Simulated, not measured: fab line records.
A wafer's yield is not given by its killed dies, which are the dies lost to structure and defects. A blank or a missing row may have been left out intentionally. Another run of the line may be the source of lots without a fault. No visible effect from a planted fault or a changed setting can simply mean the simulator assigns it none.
Matching of chambers | flow gf180mcu | cmp-02 running GF_V5_CMP_04: 4 sister chambers
The step polishes SiO2. 8 wafers are shown with their chamber, then 8 later ones without.

## WAFERS, EACH WITH ITS CHAMBER
wafer  | chamber | motor current A (A)
L352.6 | 3       | 12.2
L357.6 | 3       | 11.7
L361.2 | 1       | 12.1
L364.3 | 0       | 11.2
L369.1 | 1       | 12.7
L369.2 | 2       | 10.8
L369.5 | 0       | 11.2
L371.1 | 2       | 10.8

## WAFERS MISSING THEIR CHAMBER
wafer  | motor current A (A)
L371.5 | 12.5
L371.6 | 11.2
L372.2 | 10.9
L372.3 | 12.1
L372.5 | 11.0
L373.2 | 12.3
L373.3 | 10.7
L373.6 | 11.0

## EACH ONE'S CHAMBER
wafer  | from the rows above     | in truth
L371.5 | can't be placed: 1 or 3 | 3
L371.6 | can't be placed: 0 or 2 | 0
L372.2 | can't be placed: 2 or 0 | 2
L372.3 | can't be placed: 3 or 1 | 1
L372.5 | can't be placed: 0 or 2 | 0
L373.2 | can't be placed: 1 or 3 | 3
L373.3 | can't be placed: 2 or 0 | 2
L373.6 | can't be placed: 0 or 2 | 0
Correct placement for 0 of the 8. From these rows, 8 cannot be placed; in 8 the true chamber is one of the candidates. Number placed wrongly: 0.
How it was worked out, from the rows above alone: a wafer's distance from a chamber is the root of the sum, over the readings, of the square of ((its reading less the chamber's mean) divided by the reading's scatter). If the next closest chamber is less than 2 further off than the closest, the wafer can't be placed; otherwise it belongs to the closest. For every chamber, the mean is computed from those of its wafers that are shown. The scatter: take each reading less its chamber's mean, square it, sum over the shown wafers, divide by the number of wafers less the number of chambers, and take the root.
